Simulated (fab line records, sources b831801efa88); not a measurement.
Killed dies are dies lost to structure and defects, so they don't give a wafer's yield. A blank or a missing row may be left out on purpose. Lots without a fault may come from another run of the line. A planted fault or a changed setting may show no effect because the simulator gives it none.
Which tool did it? | flow sky130 | 10 lots, 30 wafers sampled, at 5 steps of a route of 708

WHAT THE GAUGES READ, wafer by wafer
SKY_METAL1_CD_MEAS_15: target cd 140 nm. Usual: cd_nm 140.3 nm, standard deviation 1.6.
lot  | measured     | on        | cd_nm (nm)        | flag
L764 | day 33 05:20 | cd_sem-01 | 139.6 140.0 139.1 |
L765 | day 33 16:32 | cd_sem-01 | 141.1 140.6 138.9 |
L766 | day 33 18:25 | cd_sem-02 | 142.3 142.0 140.5 |
L767 | day 34 00:59 | cd_sem-02 | 140.5 140.7 141.3 |
L769 | day 35 19:04 | cd_sem-02 | 140.9 140.0 140.3 |
L773 | day 36 23:58 | cd_sem-02 | 141.9 141.1 142.2 |
L780 | day 39 02:04 | cd_sem-01 | 140.3 141.7 141.2 |
L782 | day 39 12:13 | cd_sem-01 | 140.6 142.6 140.8 |
L784 | day 39 19:20 | cd_sem-01 | 138.6 139.6 140.1 |
L786 | day 40 01:53 | cd_sem-02 | 138.6 137.7 137.0 |

SKY_VIA1_RS_MEAS_22: measures by four-point-probe. Usual: VIA1_W_RS 0.424 ohm/sq, standard deviation 0.0056.
lot  | measured     | on            | VIA1_W_RS (ohm/sq) | flag
L764 | day 34 10:49 | film_metro-01 | 0.438 0.423 0.434  |
L765 | day 34 21:38 | film_metro-01 | 0.430 0.424 0.436  |
L766 | day 34 23:33 | film_metro-02 | 0.413 0.418 0.419  |
L767 | day 35 06:01 | film_metro-02 | 0.426 0.424 0.414  |
L769 | day 37 00:24 | film_metro-01 | 0.417 0.427 0.428  |
L773 | day 38 04:59 | film_metro-03 | 0.430 0.429 0.423  |
L780 | day 40 05:53 | film_metro-01 | 0.430 0.427 0.427  |
L782 | day 40 15:23 | film_metro-02 | 0.422 0.426 0.424  |
L784 | day 40 22:52 | film_metro-03 | 0.422 0.428 0.424  |
L786 | day 41 04:18 | film_metro-02 | 0.422 0.421 0.420  |

SKY_METAL2_THK_MEAS_06: measures by xrf. Usual: METAL2_ALCU_THK 248.9 nm, standard deviation 2.6.
lot  | measured     | on            | METAL2_ALCU_THK (nm) | flag
L764 | day 34 11:33 | film_metro-02 | 244.2 246.1 242.9    |
L765 | day 34 22:22 | film_metro-04 | 245.5 248.3 247.8    |
L766 | day 35 00:17 | film_metro-02 | 246.8 244.5 245.9    |
L767 | day 35 06:45 | film_metro-03 | 248.3 249.9 253.1    |
L769 | day 37 01:07 | film_metro-03 | 250.2 250.2 250.4    |
L773 | day 38 05:43 | film_metro-04 | 249.8 247.7 251.0    |
L780 | day 40 06:37 | film_metro-04 | 248.6 248.8 250.0    |
L782 | day 40 16:50 | film_metro-03 | 244.1 270.7 269.7    | OFF
L784 | day 41 00:01 | film_metro-03 | 252.7 253.2 252.2    |
L786 | day 41 05:02 | film_metro-02 | 251.7 249.8 254.8    |

WHICH TOOL RAN EACH LOT (tool, then ch and the chambers of the sampled wafers, then the start)
lot  | SKY_METAL1_METAL_ETCH_19          | SKY_METAL2_SPUTTER_04
L764 | rie_metal-04 ch 0,1, day 33 05:35 | pvd_sputter-02, day 34 11:23
L765 | rie_metal-02 ch 0,1, day 33 16:47 | pvd_sputter-01, day 34 22:12
L766 | rie_metal-02 ch 0,1, day 33 18:40 | pvd_sputter-02, day 35 00:07
L767 | rie_metal-04 ch 0, day 34 01:15   | pvd_sputter-02, day 35 06:35
L769 | rie_metal-01 ch 0,1, day 35 19:19 | pvd_sputter-01, day 37 00:56
L773 | rie_metal-02 ch 0,1, day 37 00:12 | pvd_sputter-01, day 38 05:32
L780 | rie_metal-02 ch 0,1, day 39 02:17 | pvd_sputter-04, day 40 06:26
L782 | rie_metal-01 ch 0,1, day 39 12:28 | pvd_sputter-01, day 40 16:40
L784 | rie_metal-04 ch 0,1, day 39 19:34 | pvd_sputter-04, day 40 23:50
L786 | rie_metal-02 ch 0,1, day 40 02:08 | pvd_sputter-02, day 41 04:52
- SKY_METAL1_METAL_ETCH_19: etches the open film in Cl2/BCl3, stops on SiO2, target depth 360 nm, time 78 s.
- SKY_METAL2_SPUTTER_04: material TiN, target thk 70 nm, time 58.3 s.

WHAT THE TOOLS THEMSELVES READ (means of the sampled wafers that have a number; where no wafer has one, the mark that the record gives instead)
SKY_METAL1_METAL_ETCH_19. Usual: drypump_motor_current_A 5.86 A, standard deviation 0.19; oes_product_au 0.855 a.u., standard deviation 0.0052; throttle_valve_pct 22.266 %, standard deviation 0.009.
lot  | tool         | drypump_motor_current_A (A) | oes_product_au (a.u.) | throttle_valve_pct (%) | flag
L764 | rie_metal-04 | 5.98                        | 0.849                 | 22.262                 |
L765 | rie_metal-02 | 5.83                        | 0.861                 | 22.269                 |
L766 | rie_metal-02 | 5.87                        | 0.854                 | 22.274                 |
L767 | rie_metal-04 | 6.10                        | 0.858                 | 22.278                 |
L769 | rie_metal-01 | 5.83                        | 0.849                 | 22.262                 |
L773 | rie_metal-02 | 5.89                        | 0.862                 | 22.263                 |
L780 | rie_metal-02 | 5.87                        | 0.855                 | 22.266                 |
L782 | rie_metal-01 | 5.85                        | 0.856                 | 22.256                 |
L784 | rie_metal-04 | 6.01                        | 0.858                 | 22.268                 |
L786 | rie_metal-02 | 5.88                        | 0.851                 | 22.270                 |

SKY_METAL2_SPUTTER_04. Usual: throttle_valve_pct 30.1 %, standard deviation 0.79.
lot  | tool           | throttle_valve_pct (%) | flag
L764 | pvd_sputter-02 | 30.1                   |
L765 | pvd_sputter-01 | 29.6                   |
L766 | pvd_sputter-02 | 29.5                   |
L767 | pvd_sputter-02 | 30.2                   |
L769 | pvd_sputter-01 | 29.2                   |
L773 | pvd_sputter-01 | 29.6                   |
L780 | pvd_sputter-04 | 31.0                   |
L782 | pvd_sputter-01 | 30.3                   |
L784 | pvd_sputter-04 | 30.9                   |
L786 | pvd_sputter-02 | 30.1                   |

THE ANSWER, worked out from the rows above alone
Rule: a lot is off if the mean of its wafers that have a number lies more than 3 standard deviations from the usual mean. A lot without any number at a reading at which 4 lots or more have one is off too. The other lots that the step has rows for count as sound. The gauges are gone through in route order, then the tools' own readings, and for those a lot's mean is taken as printed above. The first step at which some lot is off is used, and at that step the reading that is off furthest; a lot without a number counts as furthest.
Off: L782, at SKY_METAL2_THK_MEAS_06 (METAL2_ALCU_THK).
A tool fits if, at a process step before that reading, it ran every lot that is off, and no sound lot after the first of them. The gauges at SKY_METAL2_THK_MEAS_06 are tried like those tools. Can't be told from this: 2 tools fit, rie_metal-01 at SKY_METAL1_METAL_ETCH_19, pvd_sputter-01 at SKY_METAL2_SPUTTER_04.

WHAT THE SIMULATOR HAD PUT IN
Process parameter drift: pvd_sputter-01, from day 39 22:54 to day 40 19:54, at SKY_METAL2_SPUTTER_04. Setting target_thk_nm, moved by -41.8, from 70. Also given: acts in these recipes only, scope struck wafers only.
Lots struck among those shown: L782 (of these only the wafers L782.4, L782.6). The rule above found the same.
